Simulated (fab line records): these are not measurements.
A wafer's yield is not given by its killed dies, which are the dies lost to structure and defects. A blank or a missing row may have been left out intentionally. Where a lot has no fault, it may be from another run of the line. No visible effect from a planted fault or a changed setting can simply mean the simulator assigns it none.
Which tool did it? + flow sky130 + 11 lots, 33 wafers sampled, at 5 steps of a route of 708

## WHAT THE GAUGES SHOWED, per wafer
SKY_CONTACT_THK_MEAS_03. Usual: CONTACT_HDPCVD_THK typically reads 564 nm, with standard deviation 5.3.
| lot  | measured     | on            | CONTACT_HDPCVD_THK (nm) | flag |
|------|--------------|---------------|-------------------------|------|
| L603 | day 30 18:35 | film-metro-02 | 560 563 566             |      |
| L604 | day 31 02:36 | film-metro-02 | 565 567 564             |      |
| L605 | day 31 11:13 | film-metro-03 | 567 567 555             |      |
| L606 | day 32 00:19 | film-metro-03 | 566 556 558             |      |
| L608 | day 32 08:04 | film-metro-03 | 566 570 565             |      |
| L612 | day 33 10:04 | film-metro-02 | 563 568 566             |      |
| L617 | day 35 06:58 | film-metro-03 | 558 571 570             |      |
| L619 | day 35 21:34 | film-metro-02 | 560 563 569             |      |
| L621 | day 36 17:40 | film-metro-04 | 566 556 554             |      |
| L623 | day 36 18:28 | film-metro-02 | 568 568 564             |      |
| L625 | day 37 08:54 | film-metro-04 | 559 564 562             |      |

SKY_CONTACT_OVL_MEAS_15. Usual: CONTACT_OVL typically reads 0 nm, with standard deviation 5.4.
| lot  | measured     | on         | CONTACT_OVL (nm) | flag |
|------|--------------|------------|------------------|------|
| L603 | day 31 23:11 | overlay-01 | -2 -4 -9         |      |
| L604 | day 32 05:20 | overlay-02 | -7 -4 -3         |      |
| L605 | day 32 13:28 | overlay-01 | -6 3 2           |      |
| L606 | day 33 02:05 | overlay-02 | 4 9 8            |      |
| L608 | day 33 10:25 | overlay-02 | 2 7 -4           |      |
| L612 | day 34 12:31 | overlay-02 | 2 1 6            |      |
| L617 | day 36 08:37 | overlay-01 | 11 4 4           |      |
| L619 | day 36 23:43 | overlay-01 | -5 -3 -2         |      |
| L621 | day 37 20:35 | overlay-01 | 4 9 3            |      |
| L623 | day 37 20:59 | overlay-02 | 3 2 7            |      |
| L625 | day 38 11:02 | overlay-01 | -4 5 11          |      |

## WHICH TOOL RAN EACH LOT (tool, then ch and the chambers of the sampled wafers, then the start)
| lot  | SKY_LI_CONTACT_ETCH_14             | SKY_LOCAL_INTERCONNECT_ETCH_13    | SKY_LOCAL_INTERCONNECT_STRIP_15      |
|------|------------------------------------|-----------------------------------|--------------------------------------|
| L603 | rie-diel-03 ch 0,2,3, day 29 12:01 | rie-metal-03 ch 0,1, day 30 17:43 | plasma-asher-01 ch 0,1, day 30 17:50 |
| L604 | rie-diel-04 ch 2,3, day 29 19:52   | rie-metal-03 ch 0,1, day 31 01:19 | plasma-asher-01 ch 0,1, day 31 01:25 |
| L605 | rie-diel-03 ch 1,2,3, day 30 04:58 | rie-metal-03 ch 0,1, day 31 10:19 | plasma-asher-01 ch 0,1, day 31 10:25 |
| L606 | rie-diel-03 ch 1,2,3, day 30 18:03 | rie-metal-03 ch 0,1, day 31 23:25 | plasma-asher-03 ch 0,1, day 31 23:31 |
| L608 | rie-diel-04 ch 1,2,3, day 31 02:09 | rie-metal-04 ch 0, day 32 06:58   | plasma-asher-01 ch 0,1, day 32 07:16 |
| L612 | rie-diel-01 ch 1,2, day 32 05:13   | rie-metal-03 ch 0, day 33 09:04   | plasma-asher-04 ch 0,1, day 33 09:17 |
| L617 | rie-diel-04 ch 0,2, day 34 01:46   | rie-metal-03 ch 0,1, day 35 05:58 | plasma-asher-04 ch 0,1, day 35 06:05 |
| L619 | rie-diel-01 ch 1,2, day 34 17:31   | rie-metal-03 ch 0,1, day 35 20:40 | plasma-asher-04 ch 0,1, day 35 20:47 |
| L621 | rie-diel-01 ch 0,1, day 35 14:04   | rie-metal-03 ch 0,1, day 36 16:46 | plasma-asher-04 ch 0,1, day 36 16:52 |
| L623 | rie-diel-01 ch 0,1,2, day 35 14:54 | rie-metal-02 ch 0, day 36 17:29   | plasma-asher-04 ch 0,1, day 36 17:41 |
| L625 | rie-diel-04 ch 1,2,3, day 36 04:45 | rie-metal-02 ch 0,1, day 37 08:01 | plasma-asher-01 ch 0, day 37 08:08   |
- SKY_LI_CONTACT_ETCH_14: etches BARC in N2/H2, stops on SiO2, time 45.9 s, target depth 60 nm.
- SKY_LOCAL_INTERCONNECT_ETCH_13: etches BARC in N2/H2, stops on SiO2, time 45.9 s, target depth 60 nm.
- SKY_LOCAL_INTERCONNECT_STRIP_15: strips in O2/N2.

## AS READ BY THE TOOLS THEMSELVES (means over the sampled wafers that have a number; for cases with no such wafer, the mark the record gives instead)
SKY_LI_CONTACT_ETCH_14. Usual: chamber-pressure-mTorr 30.001 mTorr, standard deviation 0.026; drypump-motor-current-A 5.8 A, standard deviation 0.49; oes-product-au 0.855 a.u., standard deviation 0.0047; throttle-valve-pct 13.225 %, standard deviation 0.0092.
| lot  | tool        | chamber-pressure-mTorr (mTorr) | drypump-motor-current-A (A) | oes-product-au (a.u.) | throttle-valve-pct (%) | flag |
|------|-------------|--------------------------------|-----------------------------|-----------------------|------------------------|------|
| L603 | rie-diel-03 | 30.002                         | 5.9                         | 0.857                 | 13.229                 |      |
| L604 | rie-diel-04 | 30.019                         | 5.5                         | 0.856                 | 13.219                 |      |
| L605 | rie-diel-03 | 29.997                         | 5.7                         | 0.857                 | 13.229                 |      |
| L606 | rie-diel-03 | 30.001                         | 5.7                         | 0.856                 | 13.227                 |      |
| L608 | rie-diel-04 | 30.007                         | 5.7                         | 0.856                 | 13.218                 |      |
| L612 | rie-diel-01 | 30.022                         | 6.0                         | 0.849                 | 13.229                 |      |
| L617 | rie-diel-04 | 29.999                         | 5.5                         | 0.854                 | 13.225                 |      |
| L619 | rie-diel-01 | 29.989                         | 6.0                         | 0.853                 | 13.224                 |      |
| L621 | rie-diel-01 | 30.002                         | 6.2                         | 0.858                 | 13.220                 |      |
| L623 | rie-diel-01 | 29.987                         | 5.8                         | 0.857                 | 13.221                 |      |
| L625 | rie-diel-04 | 30.019                         | 5.7                         | 0.855                 | 13.221                 |      |

SKY_LOCAL_INTERCONNECT_ETCH_13. Usual: chamber-pressure-mTorr 29.998 mTorr, standard deviation 0.029; drypump-motor-current-A 5.9 A, standard deviation 0.37; oes-product-au 0.855 a.u., standard deviation 0.0047; throttle-valve-pct 13.223 %, standard deviation 0.0093.
| lot  | tool         | chamber-pressure-mTorr (mTorr) | drypump-motor-current-A (A) | oes-product-au (a.u.) | throttle-valve-pct (%) | flag |
|------|--------------|--------------------------------|-----------------------------|-----------------------|------------------------|------|
| L603 | rie-metal-03 | 30.000                         | 5.8                         | 0.857                 | 13.221                 |      |
| L604 | rie-metal-03 | 30.040                         | 5.8                         | 0.853                 | 13.226                 |      |
| L605 | rie-metal-03 | 29.994                         | 5.8                         | 0.851                 | 13.227                 |      |
| L606 | rie-metal-03 | 30.003                         | 5.7                         | 0.855                 | 13.223                 |      |
| L608 | rie-metal-04 | 29.992                         | 6.4                         | 0.858                 | 13.222                 |      |
| L612 | rie-metal-03 | 30.002                         | 5.5                         | 0.854                 | 13.226                 |      |
| L617 | rie-metal-03 | 29.996                         | 5.6                         | 0.853                 | 13.224                 |      |
| L619 | rie-metal-03 | 29.971                         | 5.6                         | 0.856                 | 13.230                 |      |
| L621 | rie-metal-03 | 30.002                         | 5.7                         | 0.854                 | 13.215                 |      |
| L623 | rie-metal-02 | 30.008                         | 6.4                         | 0.850                 | 13.210                 |      |
| L625 | rie-metal-02 | 29.997                         | 5.8                         | 0.854                 | 13.222                 |      |

SKY_LOCAL_INTERCONNECT_STRIP_15. Usual: chamber-pressure-mTorr 1499.8 mTorr, standard deviation 1.3; drypump-motor-current-A 5.9 A, standard deviation 0.42; oes-product-au 0.427 a.u., standard deviation 0.0046; strip-time-to-endpoint-s 4.727 s, standard deviation 0.019.
| lot  | tool            | chamber-pressure-mTorr (mTorr) | drypump-motor-current-A (A) | oes-product-au (a.u.) | strip-time-to-endpoint-s (s) | flag |
|------|-----------------|--------------------------------|-----------------------------|-----------------------|------------------------------|------|
| L603 | plasma-asher-01 | 1500.4                         | 6.3                         | 0.432                 | 4.730                        |      |
| L604 | plasma-asher-01 | 1498.8                         | 6.5                         | 0.429                 | 4.739                        |      |
| L605 | plasma-asher-01 | 1500.0                         | 6.5                         | 0.424                 | 4.714                        |      |
| L606 | plasma-asher-03 | 1498.0                         | 5.8                         | 0.428                 | 4.732                        |      |
| L608 | plasma-asher-01 | 1499.4                         | 6.3                         | 0.422                 | 4.724                        |      |
| L612 | plasma-asher-04 | 1500.8                         | 5.5                         | 0.430                 | 4.727                        |      |
| L617 | plasma-asher-04 | 1500.9                         | 5.8                         | 0.428                 | 4.726                        |      |
| L619 | plasma-asher-04 | 1500.0                         | 5.5                         | 0.430                 | 4.755                        |      |
| L621 | plasma-asher-04 | 1500.4                         | 5.5                         | 0.426                 | 4.768                        |      |
| L623 | plasma-asher-04 | 1498.6                         | 5.5                         | 0.423                 | 4.709                        |      |
| L625 | plasma-asher-01 | 1500.9                         | 6.2                         | 0.424                 | 4.721                        |      |

## THE ANSWER, worked out from the rows above alone
Rule: take the mean of a lot's wafers that have a number; if it is more than 3 standard deviations from the usual mean, the lot is off. Also off: a lot with no number at a reading for which 4 or more lots have one. The other lots that the step has rows for count as sound. First the gauges in route order, then the tools' own readings, where a lot's mean is used as printed above. The first step at which some lot is off is used, and at that step the reading that is off furthest; a lot without a number counts as furthest.
Nothing can be told from this: no lot is off at any reading shown.

## WHAT WAS PUT IN BY THE SIMULATOR
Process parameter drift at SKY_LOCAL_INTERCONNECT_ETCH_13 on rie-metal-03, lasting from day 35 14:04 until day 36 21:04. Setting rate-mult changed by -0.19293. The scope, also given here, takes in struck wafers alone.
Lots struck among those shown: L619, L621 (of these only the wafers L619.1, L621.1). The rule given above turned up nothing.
